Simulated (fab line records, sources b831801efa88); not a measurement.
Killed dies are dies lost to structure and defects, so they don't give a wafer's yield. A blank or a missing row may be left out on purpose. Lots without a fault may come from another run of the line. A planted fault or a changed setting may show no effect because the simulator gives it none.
Problem report in the 8D (eight disciplines) form, filled by code | flow gf180mcu | the parts of the form that need people (team, actions taken, sign-off) are left out

1. THE PROBLEM
run_length_s at GF_M2_METAL_ETCH_16 reads a mean of 176.3 s on 1 wafer of 1 lot; wafers without a fault read 153.2 s with a standard deviation of 0.51. That is +45 standard deviations from the usual mean.
The step: etches the open film in Cl2/BCl3, stops on SiO2, target depth 750.8 nm, time 125.1 s.
First seen on wafer L244.3, day 22 11:50, on rie_metal-01. The record holds 32 wafers of 11 lots with a number at this step. Rule for "out", or "out of limits": more than 4 standard deviations from the usual mean. The other wafers with a number count as sound.

2. WHAT IT IS AND WHAT IT IS NOT
question                    | is                                               | is not
which readings at this step | run_length_s, oes_product_au, throttle_valve_pct | bcl3_flow_sccm, drypump_motor_current_A
which lots                  | L244                                             | L237, L239, L252, L253, L254, L255, L256, L258, L259, L260
which wafers of those lots  | L244.3                                           | L244.4
read on which tools         | rie_metal-01                                     | rie_metal-03, rie_metal-04
when                        | from day 22 11:50                                | up to then (7 sound wafers); but 24 sound wafers of L252, L253, L254, L255, L256, L258, L259, L260 came after

3. SUSPECTS, AND WHAT RULES EACH OUT
Counting: a tool at a process step up to the reading stays a suspect if it ran every lot that is out. Sound lots after the first of them don't rule it out here, since some wafers of a struck lot are sound.
- pvd_sputter-02 at GF_M2_SPUTTER_04 (material TiN, target thk 50 nm, time 41.7 s): kept. It ran the lot that is out, L244 (day 21 11:56).
- rie_metal-01 at GF_M2_METAL_ETCH_16 (etches the open film in Cl2/BCl3, stops on SiO2, target depth 750.8 nm, time 125.1 s): kept. It ran the lot that is out, L244 (day 22 11:50); its last sound lot up to then is L239 (day 20 23:59). Its own readings are out on those wafers: oes_product_au, run_length_s, throttle_valve_pct.
- Within rie_metal-01 at GF_M2_METAL_ETCH_16: the wafers that are out ran in chamber 0; their sound lot-mates ran in chamber 1.
Left after counting: pvd_sputter-02 at GF_M2_SPUTTER_04, rie_metal-01 at GF_M2_METAL_ETCH_16.

4. THE CAUSE (what the simulator had put in)
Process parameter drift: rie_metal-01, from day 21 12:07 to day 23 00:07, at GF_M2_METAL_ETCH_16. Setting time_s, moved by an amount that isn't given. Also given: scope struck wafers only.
Counting left 2 suspects, and this tool is among them.

5. THE CHAIN OF EFFECTS, in route order
Each row: a reading whose mean over the struck wafers that have a number lies more than 3 standard deviations from the usual. Only readings for which the record gives a usual standard deviation are gone through. hours: the time from each lot's start at the first step in this table that gives one to its start at this step, as a median over the lots. sigmas: the change in usual standard deviations.
hours | step                | reading                  | usual      | on struck wafers | change | sigmas
0     | GF_M2_METAL_ETCH_16 | oes_product_au           | 0.990 a.u. | 0.894            | -0.096 | -19
0     | GF_M2_METAL_ETCH_16 | run_length_s             | 153.2 s    | 176.3            | +23.1  | +45
0     | GF_M2_METAL_ETCH_16 | throttle_valve_pct       | 28.228 %   | 28.334           | +0.106 | +11
0     | GF_M2_STRIP_17      | oes_product_au           | 0.537 a.u. | 0.517            | -0.020 | -4.2
0     | GF_M2_STRIP_17      | strip_time_to_endpoint_s | 7.38 s     | 6.86             | -0.52  | -12
The process steps in it:
- GF_M2_METAL_ETCH_16: etches the open film in Cl2/BCl3, stops on SiO2, target depth 750.8 nm, time 125.1 s.
- GF_M2_STRIP_17: strips in O2/N2.
Later measuring or inspecting steps at which every struck wafer that the step has a row for has a number for every such reading, and none has moved that far: GF_V2_BOW_MEAS_05.

6. WHAT WOULD HAVE CAUGHT IT SOONER
In this record the first reading out of limits was taken at day 22 11:50, 24 hours after the fault began at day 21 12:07.
